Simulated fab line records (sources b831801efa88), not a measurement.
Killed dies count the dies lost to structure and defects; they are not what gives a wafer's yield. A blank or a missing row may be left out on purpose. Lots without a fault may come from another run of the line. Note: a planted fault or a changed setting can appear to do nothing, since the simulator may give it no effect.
fab line records | flow gf180mcu
record lots=5 | wafers=15 | lastDay=34
route steps=602 shown VT_IMPLANT@110
lots untouched by any fault: they come from a run of this same line in which no faults occurred
startH: hours from the record's first day to the start of the lot's first wafer shown | waitH: hours since the lot's step before | " as in the row above | L1.1+2: several wafers, shown together as one row | - no value, or no start was given | * or withheld: withheld | < > ~ a bound
route shown NAME@n: names a module that has steps shown in the file, with the first one's number in the route | usual: mean and standard deviation over wafers with no fault | same: alike in all rows | chamber/n: place in a boat | sites: readings site by site | _std_site: how widely they spread, as a standard deviation | _edge_site: mean of outer sites minus mean of inner sites | radiusMm: how far each site lies from the wafer's centre | mask NAME#n: copy n | behind: tool/chamber where the wafer was last shaped | hold: why the lot was held/for how many hours/how that ended | device: names the non-switching transistor (n, p or np) | end of line: tests run on the same wafers once the route is complete | a step with no rows: only its recipe | killed: dies lost to structure and defects at the first sort, not the wafer's yield | map: the dies of a wafer, with x for killed, . for not killed, _ for no die there
set.NAME: the setting that was run; set.NAME@STEP: the one run at that earlier step | model.NAME: the simulator's own value behind a step, which no gauge read
lots at selected steps of the route; one table per step, one row per wafer
services: when a tool's chamber went out of use (startH, in hours from the record's first day, below 0 if earlier), for how many hours, and the reason
## steps
# step GF_VT_IMPLANT_STRIP_20
# recipe chemistry=O2/N2 | powerW=1400 | pressureMtorr=1500 | platenTempC=250 | o2FlowSccm=3000 | n2FlowSccm=300 | overashFraction=0.5
# usual drypumpMotorCurrentA=5.7/0.36 | heaterPowerW=331/50 | oesProductAu=0.717/0.0045 | stripTimeToEndpointS=12.66/0.035
lot.wafer | tool           | chamber | startH | waitH | drypumpMotorCurrentA | heaterPowerW | oesProductAu | rfHoursCounterH | stripTimeToEndpointS
L077.1    | plasmaAsher-04 | 1       | 145.11 | 0.1   | 5.2                  | 288          | 0.715        | 48              | 12.60
L077.4    | "              | 1       | "      | "     | 5.3                  | 286          | 0.728        | -               | 12.61
L077.5    | "              | 0       | "      | "     | 5.5                  | 315          | 0.716        | -               | 12.60
L087.1    | plasmaAsher-04 | 1       | 207.91 | 0.1   | 5.2                  | 277          | 0.714        | 54              | 12.65
L087.3    | "              | 1       | "      | "     | 5.3                  | 284          | 0.725        | -               | 12.64
L087.4    | "              | 0       | "      | "     | 5.4                  | 326          | 0.713        | -               | 12.66
L090.1    | plasmaAsher-03 | 1       | 227.20 | 0.1   | 5.4                  | 260          | 0.719        | 57              | 12.61
L090.4    | "              | 1       | "      | "     | 5.4                  | 257          | 0.724        | -               | 12.61
L090.5    | "              | 0       | "      | "     | 6.0                  | 418          | 0.720        | -               | 12.61
L094.2    | plasmaAsher-04 | 1       | 252.81 | 0.1   | 5.2                  | 283          | 0.718        | 59              | 12.71
L094.3    | "              | 1       | "      | "     | 5.2                  | 281          | 0.723        | -               | 12.66
L094.6    | "              | 1       | "      | "     | 5.3                  | 273          | 0.716        | -               | 12.68
L095.1    | plasmaAsher-02 | 1       | 257.86 | 0.1   | 5.7                  | 355          | 0.709        | 49              | 12.65
L095.2    | "              | 0       | "      | "     | 6.2                  | 368          | 0.714        | 49              | 12.65
L095.4    | "              | 1       | "      | "     | 5.7                  | 352          | 0.716        | -               | 12.69
# step GF_VT_IMPLANT_TW_MEAS_21
# usual VT_IMPLANT_2_TW=1206/6.7
lot.wafer | tool         | chamber | startH | waitH | VT_IMPLANT_2_TW
L077.1    | filmMetro-03 | -       | 145.21 | 0.1   | 1212
L077.4    | "            | -       | "      | "     | 1207
L077.5    | "            | -       | "      | "     | 1211
L087.1    | filmMetro-03 | -       | 208.01 | 0.1   | 1203
L087.3    | "            | -       | "      | "     | 1202
L087.4    | "            | -       | "      | "     | 1205
L090.1    | filmMetro-01 | -       | 227.30 | 0.1   | 1208
L090.4    | "            | -       | "      | "     | 1214
L090.5    | "            | -       | "      | "     | 1217
L094.2    | filmMetro-01 | -       | 252.92 | 0.1   | 1210
L094.3    | "            | -       | "      | "     | 1211
L094.6    | "            | -       | "      | "     | 1212
L095.1    | filmMetro-03 | -       | 257.96 | 0.1   | 1209
L095.2    | "            | -       | "      | "     | 1208
L095.4    | "            | -       | "      | "     | 1209
# step GF_VT_IMPLANT_DEHYDRATE_22
# recipe tempC=200 | timeS=60
lot.wafer  | tool          | chamber | startH | waitH
L077.1+4+5 | lithoTrack-01 | 0       | 153.46 | 8.2
L087.1+3+4 | lithoTrack-01 | 0       | 215.76 | 7.7
L090.1+4+5 | lithoTrack-04 | 0       | 235.16 | 7.9
L094.2+3+6 | lithoTrack-03 | 0       | 261.40 | 8.5
L095.1+2+4 | lithoTrack-01 | 0       | 267.16 | 9.2
# step GF_VT_IMPLANT_HMDS_23
# recipe primeTimeS=60 | primeTempC=120
lot.wafer  | tool          | chamber | startH | waitH
L077.1+4+5 | lithoTrack-01 | 0       | 153.61 | 0.1
L087.1+3+4 | lithoTrack-01 | 0       | 215.91 | 0.1
L090.1+4+5 | lithoTrack-04 | 0       | 235.31 | 0.1
L094.2+3+6 | lithoTrack-03 | 0       | 261.55 | 0.1
L095.1+2+4 | lithoTrack-01 | 0       | 267.31 | 0.1
# step GF_VT_IMPLANT_COAT_24
# recipe resist=NOVOLAK | spinRpm=3000 | resistThkNm=1000
lot.wafer  | tool          | chamber | startH | waitH
L077.1+4+5 | lithoTrack-01 | 0       | 153.76 | 0.1
L087.1+3+4 | lithoTrack-01 | 0       | 216.06 | 0.1
L090.1+4+5 | lithoTrack-04 | 0       | 235.46 | 0.1
L094.2+3+6 | lithoTrack-03 | 0       | 261.70 | 0.1
L095.1+2+4 | lithoTrack-01 | 0       | 267.46 | 0.1
# step GF_VT_IMPLANT_SOFTBAKE_25
# recipe tempC=90 | timeS=60 | resist=NOVOLAK
lot.wafer  | tool          | chamber | startH | waitH
L077.1+4+5 | lithoTrack-01 | 0       | 153.91 | 0.1
L087.1+3+4 | lithoTrack-01 | 0       | 216.21 | 0.1
L090.1+4+5 | lithoTrack-04 | 0       | 235.61 | 0.1
L094.2+3+6 | lithoTrack-03 | 0       | 261.85 | 0.1
L095.1+2+4 | lithoTrack-01 | 0       | 267.61 | 0.1
# step GF_VT_IMPLANT_EXPOSE_26
# recipe maskId=LVPWELL_HV_AREA | targetCdNm=860 | na=0.6 | sourceShape=conventional | sigmaOuter=0.6 | doseMj=140
# same na=0.6
lot.wafer  | tool            | chamber | startH | waitH | mask
L077.1+4+5 | ilineStepper-01 | 0       | -      | -     | LVPWELL_HV_AREA#0
L087.1+3+4 | ilineStepper-01 | 0       | -      | -     | LVPWELL_HV_AREA#0
L090.1+4+5 | ilineStepper-02 | 0       | -      | -     | LVPWELL_HV_AREA#0
L094.2+3+6 | ilineStepper-02 | 0       | -      | -     | LVPWELL_HV_AREA#0
L095.1+2+4 | ilineStepper-02 | 0       | -      | -     | LVPWELL_HV_AREA#0
# step GF_VT_IMPLANT_PEB_27
# recipe tempC=withheld | timeS=* | resist=NOVOLAK
lot.wafer  | tool          | chamber | startH | waitH
L077.1+4+5 | lithoTrack-01 | 0       | -      | -
L087.1+3+4 | lithoTrack-04 | 0       | -      | -
L090.1+4+5 | lithoTrack-04 | 0       | -      | -
L094.2+3+6 | lithoTrack-01 | 0       | -      | -
L095.1+2+4 | lithoTrack-03 | 0       | -      | -
# step GF_VT_IMPLANT_DEVELOP_28
# recipe developTimeS=60 | devTempC=23
lot.wafer  | tool          | chamber | startH | waitH
L077.1+4+5 | lithoTrack-01 | 0       | 161.21 | 0.1
L087.1+3+4 | lithoTrack-04 | 0       | 225.61 | 0.1
L090.1+4+5 | lithoTrack-04 | 0       | 244.81 | 0.1
L094.2+3+6 | lithoTrack-01 | 0       | 271.24 | 0.1
L095.1+2+4 | lithoTrack-03 | 0       | 276.78 | 0.1
# step GF_VT_IMPLANT_OVL_MEAS_29
# usual VT_IMPLANT_02_OVL=-0.3/1.5
lot.wafer | tool       | chamber | startH | waitH | VT_IMPLANT_02_OVL[nm]
L077.1    | overlay-01 | -       | 161.36 | 0.1   | 1.4
L077.4    | "          | -       | "      | "     | 1.2
L077.5    | "          | -       | "      | "     | 0.7
L087.1    | overlay-01 | -       | 225.76 | 0.1   | 0.2
L087.3    | "          | -       | "      | "     | 0.2
L087.4    | "          | -       | "      | "     | 0.1
L090.1    | overlay-02 | -       | 244.96 | 0.1   | -0.6
L090.4    | "          | -       | "      | "     | -2.3
L090.5    | "          | -       | "      | "     | -0.1
L094.2    | overlay-01 | -       | 271.37 | 0.1   | -2.2
L094.3    | "          | -       | "      | "     | -1.9
L094.6    | "          | -       | "      | "     | -3.0
L095.1    | overlay-01 | -       | 276.93 | 0.1   | -2.1
L095.2    | "          | -       | "      | "     | -3.9
L095.4    | "          | -       | "      | "     | -2.2
# step GF_VT_IMPLANT_IMPLANT_30
# recipe species=B | energyKev=25 | doseCm2=2.534e+12 | tiltDeg=7
# usual endStationPressureTorr=5e-06/2.7e-07
lot.wafer | tool         | chamber | startH | waitH | endStationPressureTorr
L077.1    | implanter-04 | 0       | 161.40 | 0.0   | 5.38e-06
L077.4    | "            | 0       | "      | "     | 4.94e-06
L077.5    | "            | 0       | "      | "     | 5.19e-06
L087.1    | implanter-03 | 0       | 225.80 | 0.0   | 4.82e-06
L087.3    | "            | 0       | "      | "     | 5.1e-06
L087.4    | "            | 0       | "      | "     | 4.94e-06
L090.1    | implanter-01 | 0       | 245.00 | 0.0   | 5.45e-06
L090.4    | "            | 0       | "      | "     | 5.2e-06
L090.5    | "            | 0       | "      | "     | 5.14e-06
L094.2    | implanter-03 | 0       | 271.42 | 0.0   | 5.08e-06
L094.3    | "            | 0       | "      | "     | 4.88e-06
L094.6    | "            | 0       | "      | "     | 5.21e-06
L095.1    | implanter-03 | 0       | 276.96 | 0.0   | 4.8e-06
L095.2    | "            | 0       | "      | "     | 5.21e-06
L095.4    | "            | 0       | "      | "     | 4.93e-06
# step GF_VT_IMPLANT_STRIP_31
# recipe chemistry=O2/N2 | powerW=1400 | pressureMtorr=1500 | platenTempC=250 | o2FlowSccm=3000 | n2FlowSccm=300 | overashFraction=0.5
# usual drypumpMotorCurrentA=5.6/0.35 | heaterPowerW=329/51 | oesProductAu=0.716/0.0047 | stripTimeToEndpointS=12.63/0.032
lot.wafer | tool           | chamber | startH | waitH | drypumpMotorCurrentA | heaterPowerW | oesProductAu | rfHoursCounterH | stripTimeToEndpointS
L077.1    | plasmaAsher-03 | 0       | 161.55 | 0.1   | 6.0                  | 430          | 0.717        | 50              | 12.56
L077.4    | "              | 0       | "      | "     | 6.0                  | 425          | 0.719        | -               | 12.57
L077.5    | "              | 0       | "      | "     | 6.0                  | 426          | 0.717        | -               | 12.56
L087.1    | plasmaAsher-04 | 1       | 225.95 | 0.1   | 5.3                  | 284          | 0.717        | 56              | 12.61
L087.3    | "              | 1       | "      | "     | 5.3                  | 273          | 0.716        | -               | 12.60
L087.4    | "              | 0       | "      | "     | 5.5                  | 330          | 0.722        | -               | 12.63
L090.1    | plasmaAsher-02 | 0       | 245.15 | 0.1   | 6.3                  | 355          | 0.720        | 47              | 12.60
L090.4    | "              | 1       | "      | "     | 5.7                  | 348          | 0.714        | -               | 12.64
L090.5    | "              | 0       | "      | "     | 6.2                  | 357          | 0.712        | -               | 12.59
L094.2    | plasmaAsher-04 | 0       | 271.55 | 0.1   | 5.5                  | 328          | 0.719        | 60              | 12.63
L094.3    | "              | 0       | "      | "     | 5.4                  | 327          | 0.725        | -               | 12.68
L094.6    | "              | 0       | "      | "     | 5.5                  | 330          | 0.719        | -               | 12.64
L095.1    | plasmaAsher-04 | 1       | 277.11 | 0.1   | 5.2                  | 284          | 0.717        | 60              | 12.65
L095.2    | "              | 0       | "      | "     | 5.5                  | 331          | 0.713        | 60              | 12.64
L095.4    | "              | 1       | "      | "     | 5.2                  | 279          | 0.714        | -               | 12.66
# step GF_VT_IMPLANT_TW_MEAS_32
# usual VT_IMPLANT_3_TW=267.1/1.4
lot.wafer | tool         | chamber | startH | waitH | VT_IMPLANT_3_TW
L077.1    | filmMetro-04 | -       | 161.65 | 0.1   | 267.9
L077.4    | "            | -       | "      | "     | 268.8
L077.5    | "            | -       | "      | "     | 268.5
L087.1    | filmMetro-01 | -       | 226.16 | 0.2   | 268.0
L087.3    | "            | -       | "      | "     | 268.3
L087.4    | "            | -       | "      | "     | 268.4
L090.1    | filmMetro-01 | -       | 245.25 | 0.1   | 266.0
L090.4    | "            | -       | "      | "     | 266.5
L090.5    | "            | -       | "      | "     | 268.4
L094.2    | filmMetro-03 | -       | 271.66 | 0.1   | 265.7
L094.3    | "            | -       | "      | "     | 264.8
L094.6    | "            | -       | "      | "     | 263.8
L095.1    | filmMetro-01 | -       | 277.21 | 0.1   | 269.1
L095.2    | "            | -       | "      | "     | 266.2
L095.4    | "            | -       | "      | "     | 266.8
# step GF_VT_IMPLANT_DEHYDRATE_33
# recipe tempC=200 | timeS=60
lot.wafer  | tool          | chamber | startH | waitH
L077.1+4+5 | lithoTrack-01 | 0       | 169.11 | 7.5
L087.1+3+4 | lithoTrack-01 | 0       | 234.01 | 7.8
L090.1+4+5 | lithoTrack-04 | 0       | 253.66 | 8.4
L094.2+3+6 | lithoTrack-03 | 0       | 280.80 | 9.1
L095.1+2+4 | lithoTrack-03 | 0       | 286.83 | 9.6
# step GF_VT_IMPLANT_HMDS_34
# recipe primeTimeS=60 | primeTempC=120
lot.wafer  | tool          | chamber | startH | waitH
L077.1+4+5 | lithoTrack-01 | 0       | 169.26 | 0.1
L087.1+3+4 | lithoTrack-01 | 0       | 234.16 | 0.1
L090.1+4+5 | lithoTrack-04 | 0       | 253.81 | 0.1
L094.2+3+6 | lithoTrack-03 | 0       | 280.95 | 0.1
L095.1+2+4 | lithoTrack-03 | 0       | 286.98 | 0.1
# step GF_VT_IMPLANT_COAT_35
# recipe resist=NOVOLAK | spinRpm=3000 | resistThkNm=1000
lot.wafer  | tool          | chamber | startH | waitH
L077.1+4+5 | lithoTrack-01 | 0       | 169.41 | 0.1
L087.1+3+4 | lithoTrack-01 | 0       | 234.31 | 0.1
L090.1+4+5 | lithoTrack-04 | 0       | 253.96 | 0.1
L094.2+3+6 | lithoTrack-03 | 0       | 281.10 | 0.1
L095.1+2+4 | lithoTrack-03 | 0       | 287.13 | 0.1
# step GF_VT_IMPLANT_SOFTBAKE_36
# recipe tempC=89.47 | timeS=60 | resist=NOVOLAK
lot.wafer  | tool          | chamber | startH | waitH
L077.1+4+5 | lithoTrack-01 | 0       | 169.56 | 0.1
L087.1+3+4 | lithoTrack-01 | 0       | 234.46 | 0.1
L090.1+4+5 | lithoTrack-04 | 0       | 254.11 | 0.1
L094.2+3+6 | lithoTrack-03 | 0       | 281.25 | 0.1
L095.1+2+4 | lithoTrack-03 | 0       | 287.28 | 0.1
# step GF_VT_IMPLANT_EXPOSE_37
# recipe maskId=Nwell_HV_AREA | targetCdNm=860 | na=0.6 | sourceShape=conventional | sigmaOuter=0.6 | doseMj=140
# same na=0.6
lot.wafer  | tool            | chamber | startH | waitH | mask
L077.1+4+5 | ilineStepper-01 | 0       | -      | -     | Nwell_HV_AREA#0
L087.1+3+4 | ilineStepper-01 | 0       | -      | -     | Nwell_HV_AREA#0
L090.1+4+5 | ilineStepper-01 | 0       | -      | -     | Nwell_HV_AREA#0
L094.2+3+6 | ilineStepper-02 | 0       | -      | -     | Nwell_HV_AREA#0
L095.1+2+4 | ilineStepper-01 | 0       | -      | -     | Nwell_HV_AREA#0
# step GF_VT_IMPLANT_PEB_38
# recipe tempC=withheld | timeS=* | resist=NOVOLAK
lot.wafer  | tool          | chamber | startH | waitH
L077.1+4+5 | lithoTrack-03 | 0       | -      | -
L087.1+3+4 | lithoTrack-04 | 0       | -      | -
L090.1+4+5 | lithoTrack-01 | 0       | -      | -
L094.2+3+6 | lithoTrack-01 | 0       | -      | -
L095.1+2+4 | lithoTrack-01 | 0       | -      | -
# step GF_VT_IMPLANT_DEVELOP_39
# recipe developTimeS=60 | devTempC=23
lot.wafer  | tool          | chamber | startH | waitH
L077.1+4+5 | lithoTrack-03 | 0       | 177.18 | 0.1
L087.1+3+4 | lithoTrack-04 | 0       | 243.56 | 0.1
L090.1+4+5 | lithoTrack-01 | 0       | 263.21 | 0.1
L094.2+3+6 | lithoTrack-01 | 0       | 291.04 | 0.1
L095.1+2+4 | lithoTrack-01 | 0       | 296.76 | 0.1
# step GF_VT_IMPLANT_OVL_MEAS_40
# usual VT_IMPLANT_03_OVL=-0.1/1.1
lot.wafer | tool       | chamber | startH | waitH | VT_IMPLANT_03_OVL[nm]
L077.1    | overlay-02 | -       | 177.33 | 0.1   | 0.3
L077.4    | "          | -       | "      | "     | 1.0
L077.5    | "          | -       | "      | "     | -0.4
L087.1    | overlay-02 | -       | 243.71 | 0.1   | 0.7
L087.3    | "          | -       | "      | "     | 0.6
L087.4    | "          | -       | "      | "     | 0.2
L090.1    | overlay-01 | -       | 263.36 | 0.1   | 0.6
L090.4    | "          | -       | "      | "     | -0.6
L090.5    | "          | -       | "      | "     | -2.0
L094.2    | overlay-02 | -       | 291.17 | 0.1   | -1.7
L094.3    | "          | -       | "      | "     | -1.6
L094.6    | "          | -       | "      | "     | -1.5
L095.1    | overlay-02 | -       | 296.91 | 0.1   | -1.0
L095.2    | "          | -       | "      | "     | -1.5
L095.4    | "          | -       | "      | "     | 0.4
# step GF_VT_IMPLANT_IMPLANT_41
# recipe species=As | energyKev=70 | doseCm2=1.013e+12 | tiltDeg=7
# usual endStationPressureTorr=5.03e-06/2.4e-07
lot.wafer | tool         | chamber | startH | waitH | endStationPressureTorr
L077.1    | implanter-04 | 0       | 177.36 | 0.0   | 4.41e-06
L077.4    | "            | 0       | "      | "     | 5.07e-06
L077.5    | "            | 0       | "      | "     | 5.07e-06
L087.1    | implanter-03 | 0       | 243.75 | 0.0   | 4.95e-06
L087.3    | "            | 0       | "      | "     | 4.98e-06
L087.4    | "            | 0       | "      | "     | 4.89e-06
L090.1    | implanter-03 | 0       | 263.40 | 0.0   | 4.94e-06
L090.4    | "            | 0       | "      | "     | 5.34e-06
L090.5    | "            | 0       | "      | "     | 5.4e-06
L094.2    | implanter-03 | 0       | 291.22 | 0.0   | 4.97e-06
L094.3    | "            | 0       | "      | "     | 4.82e-06
L094.6    | "            | 0       | "      | "     | 5.06e-06
L095.1    | implanter-01 | 0       | 296.95 | 0.0   | 4.98e-06
L095.2    | "            | 0       | "      | "     | 5.29e-06
L095.4    | "            | 0       | "      | "     | 4.63e-06
# step GF_VT_IMPLANT_STRIP_42
# recipe chemistry=O2/N2 | powerW=1400 | pressureMtorr=1500 | platenTempC=250 | o2FlowSccm=3000 | n2FlowSccm=300 | overashFraction=0.5
# usual drypumpMotorCurrentA=5.7/0.35 | heaterPowerW=331/55 | oesProductAu=0.717/0.0045 | stripTimeToEndpointS=12.65/0.039
lot.wafer | tool           | chamber | startH | waitH | drypumpMotorCurrentA | heaterPowerW | oesProductAu | rfHoursCounterH | stripTimeToEndpointS
L077.1    | plasmaAsher-02 | 0       | 177.51 | 0.1   | 6.3                  | 357          | 0.709        | 40              | 12.62
L077.4    | "              | 0       | "      | "     | 6.2                  | 358          | 0.716        | -               | 12.64
L077.5    | "              | 1       | "      | "     | 5.7                  | 357          | 0.713        | -               | 12.60
L087.1    | plasmaAsher-04 | 0       | 243.90 | 0.1   | 5.5                  | 335          | 0.719        | 58              | 12.70
L087.3    | "              | 1       | "      | "     | 5.3                  | 279          | 0.716        | -               | 12.70
L087.4    | "              | 0       | "      | "     | 5.5                  | 333          | 0.707        | -               | 12.67
L090.1    | plasmaAsher-02 | 0       | 263.55 | 0.1   | 6.3                  | 355          | 0.717        | 50              | 12.67
L090.4    | "              | 1       | "      | "     | 5.7                  | 346          | 0.713        | -               | 12.69
L090.5    | "              | 1       | "      | "     | 5.7                  | 358          | 0.714        | -               | 12.70
L094.2    | plasmaAsher-04 | 0       | 291.35 | 0.1   | 5.5                  | 332          | 0.710        | 62              | 12.63
L094.3    | "              | 0       | "      | "     | 5.5                  | 329          | 0.713        | -               | 12.65
L094.6    | "              | 0       | "      | "     | 5.5                  | 337          | 0.714        | -               | 12.62
L095.1    | plasmaAsher-03 | 1       | 297.10 | 0.1   | 5.4                  | 255          | 0.714        | 65              | 12.59
L095.2    | "              | 0       | "      | "     | 6.0                  | 424          | 0.712        | 65              | 12.62
L095.4    | "              | 0       | "      | "     | 6.0                  | 429          | 0.711        | -               | 12.59
## services
tool            | chamber | startH | hours | kind
plasmaAsher-03  | -       | 129.57 | 19.5  | repair
ilineStepper-02 | 0       | 133.22 | -     | calibration
plasmaAsher-03  | -       | 179.27 | 2.8   | pm
implanter-04    | -       | 196.47 | 1.7   | repair
implanter-01    | -       | 200.91 | 6.3   | pm
implanter-01    | -       | 209.70 | 0.8   | repair
ilineStepper-01 | -       | 216.61 | 4.3   | pm
ilineStepper-02 | -       | 224.93 | 4.4   | pm
plasmaAsher-03  | -       | 227.66 | 3.4   | repair
implanter-03    | -       | 229.35 | 3.2   | repair
plasmaAsher-03  | -       | 245.86 | 2.6   | repair
ilineStepper-02 | -       | 246.25 | 2.0   | repair
plasmaAsher-04  | -       | 256.14 | 12.0  | repair
implanter-03    | -       | 257.49 | 3.4   | pm
plasmaAsher-03  | -       | 258.49 | 3.5   | repair
lithoTrack-04   | -       | 258.72 | -     | consumableReplace:filter
plasmaAsher-02  | -       | 269.59 | 23.2  | repair
plasmaAsher-04  | -       | 272.31 | 3.5   | repair
implanter-01    | -       | 283.38 | 3.3   | repair
ilineStepper-02 | -       | 289.35 | 1.7   | pm
implanter-04    | -       | 290.77 | 5.7   | repair
plasmaAsher-02  | -       | 292.77 | 4.9   | pm
ilineStepper-01 | -       | 295.38 | 1.7   | pm
## key
fault none
